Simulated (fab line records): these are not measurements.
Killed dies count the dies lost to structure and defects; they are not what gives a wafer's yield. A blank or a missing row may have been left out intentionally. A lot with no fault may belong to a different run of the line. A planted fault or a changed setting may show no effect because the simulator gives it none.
Chamber matching | flow gf180mcu | 4 sister chambers for GF_V5_CMP_04 on cmp-02
The step polishes SiO2. 36 wafers are shown with their chamber, then 12 later ones without.

== WAFERS, EACH WITH ITS CHAMBER ==
wafer  | chamber | motor current A (A) | platen rpm (rpm) | slurry filter dp kPa (kPa)
L076.2 | 0       | 11.1                | 60.00            | 13.58
L076.4 | 2       | 12.4                | 59.92            | 13.71
L076.5 | 1       | 12.3                | 60.00            | 13.32
L077.1 | 2       | 12.4                | 60.05            | 13.42
L077.3 | 1       | 13.0                | 60.03            | 13.59
L077.5 | 0       | 11.2                | 60.02            | 13.57
L079.1 | 3       | 9.7                 | 59.96            | 13.25
L079.2 | 1       | 13.0                | 60.01            | 13.32
L079.3 | 2       | 12.3                | 59.90            | 13.63
L080.1 | 2       | 11.7                | 59.95            | 13.31
L080.4 | 3       | 10.1                | 59.96            | 13.53
L080.6 | 0       | 11.6                | 60.05            | 13.62
L083.1 | 0       | 11.1                | 60.01            | 13.63
L083.4 | 1       | 12.8                | 59.97            | 13.35
L083.6 | 0       | 11.8                | 60.01            | 13.48
L084.3 | 2       | 12.8                | 60.01            | 13.33
L084.4 | 3       | 9.6                 | 60.06            | 13.64
L084.5 | 3       | 10.2                | 59.98            | 13.32
L086.3 | 3       | 9.3                 | 60.05            | 13.50
L086.4 | 1       | 13.3                | 59.99            | 13.51
L086.5 | 1       | 12.9                | 60.04            | 13.70
L087.3 | 3       | 9.7                 | 60.04            | 13.42
L087.4 | 2       | 12.7                | 60.10            | 13.68
L087.6 | 3       | 9.9                 | 59.98            | 13.23
L088.4 | 0       | 10.9                | 60.05            | 13.49
L088.5 | 3       | 10.3                | 60.03            | 13.48
L088.6 | 0       | 11.3                | 60.03            | 13.67
L089.2 | 2       | 12.9                | 59.96            | 13.60
L089.4 | 0       | 11.8                | 60.02            | 13.53
L089.6 | 0       | 11.5                | 60.01            | 13.28
L090.1 | 1       | 13.2                | 60.01            | 13.35
L090.5 | 3       | 9.5                 | 60.05            | 13.77
L090.6 | 0       | 11.3                | 59.97            | 13.36
L091.2 | 2       | 12.9                | 60.01            | 13.41
L091.4 | 1       | 12.5                | 60.04            | 13.66
L091.5 | 3       | 9.3                 | 60.00            | 13.68

SIGNATURES (averages over the wafers above)
reading              | chamber 0 | chamber 1 | chamber 2 | chamber 3 | scatter within a chamber
motor current A      | 11.360    | 12.875    | 12.512    | 9.760     | 0.351
platen rpm           | 60.0170   | 60.0112   | 59.9875   | 60.0110   | 0.0415
slurry filter dp kPa | 13.5210   | 13.4750   | 13.5113   | 13.4820   | 0.158
Rule: distance of a wafer from a chamber = root of the sum over the readings of ((wafer's reading minus chamber's mean) / reading's scatter) squared. If the next closest chamber is less than 2 further off than the closest, the wafer can't be placed; otherwise it belongs to the closest. The scatter: take each reading less its chamber's mean, square it, sum over the shown wafers, divide by the number of wafers less the number of chambers, and take the root.

== WAFERS WHOSE CHAMBER IS MISSING ==
wafer  | motor current A (A) | platen rpm (rpm) | slurry filter dp kPa (kPa)
L093.1 | 10.9                | 59.99            | 13.86
L093.2 | 9.5                 | 60.04            | 13.56
L093.5 | 11.4                | 59.98            | 13.55
L094.3 | 11.9                | 59.99            | 13.54
L094.4 | 11.4                | 59.97            | 13.59
L094.5 | 12.5                | 59.98            | 13.59
L096.3 | 13.1                | 60.05            | 13.53
L096.5 | 12.5                | 60.03            | 13.29
L096.6 | 12.7                | 60.00            | 13.62
L097.2 | 9.4                 | 59.99            | 13.27
L097.5 | 9.8                 | 59.96            | 13.66
L097.6 | 12.9                | 59.94            | 13.52

== CHAMBER TAKEN BY EACH ==
wafer  | from the rows above          | in truth
L093.1 | can't be placed: 0 or 3      | 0
L093.2 | 3                            | 3
L093.5 | 0                            | 0
L094.3 | can't be placed: 0 or 2 or 1 | 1
L094.4 | 0                            | 0
L094.5 | can't be placed: 2 or 1      | 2
L096.3 | can't be placed: 1 or 2      | 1
L096.5 | can't be placed: 1 or 2 or 0 | 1
L096.6 | can't be placed: 2 or 1      | 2
L097.2 | 3                            | 3
L097.5 | 3                            | 3
L097.6 | can't be placed: 2 or 1      | 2
5 of 12 placed correctly. Can't be placed from these rows: 7 (the true chamber is among the candidates in 7). Placed wrongly: 0.
